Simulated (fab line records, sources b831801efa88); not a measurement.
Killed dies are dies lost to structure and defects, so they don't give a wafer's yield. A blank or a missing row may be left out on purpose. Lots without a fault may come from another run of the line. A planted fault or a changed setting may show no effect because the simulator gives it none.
Which tool did it? | flow sky130 | 12 lots, 36 wafers sampled, at 1 step of a route of 708

WHAT THE GAUGES READ, wafer by wafer
SKY_VIA1_CD_MEAS_12: target cd 150 nm.
lot  | measured     | on        | cd_nm (nm)
L075 | day 34 04:14 | cd_sem-02 | 147.7 149.7 147.3
L078 | day 34 20:37 | cd_sem-02 | 146.9 147.4 146.8
L079 | day 35 08:13 | cd_sem-02 | 149.4 147.6 146.6
L081 | day 36 04:51 | cd_sem-02 | 149.6 148.3 149.6
L082 | day 36 18:56 | cd_sem-01 | 151.0 150.6 150.9
L084 | day 37 10:37 | cd_sem-01 | 150.4 149.7 150.4
L087 | day 38 00:45 | cd_sem-02 | 146.7 147.3 146.1
L089 | day 38 20:17 | cd_sem-02 | 150.2 150.0 149.3
L091 | day 39 03:19 | cd_sem-01 | 149.7 149.8 149.0
L093 | day 40 00:49 | cd_sem-01 | 149.3 150.6 151.0
L095 | day 40 08:35 | cd_sem-01 | 150.0 151.1 151.0
L097 | day 40 16:20 | cd_sem-01 | 153.0 150.7 150.3

WHICH TOOL RAN EACH LOT (tool, then ch and the chambers of the sampled wafers, then the start)
The record holds no process step before these readings.

THE ANSWER, worked out from the rows above alone
Rule: what is usual is taken from the lots themselves. Put in order of their means at a reading, lots are off if they are a third of the lots or fewer, leave a main group of 4 or more, and stand apart from it by a gap of 3 or more times the standard deviation of the main group's means; of several such gaps the widest counts. A main group whose means are all the same, to the digits that the tables above print for the reading, isn't used. A lot without any number at a reading at which 4 lots or more have one is off too. The other lots that the step has rows for count as sound.
No lot is off at any reading shown: from this, nothing can be told.

WHAT THE SIMULATOR HAD PUT IN
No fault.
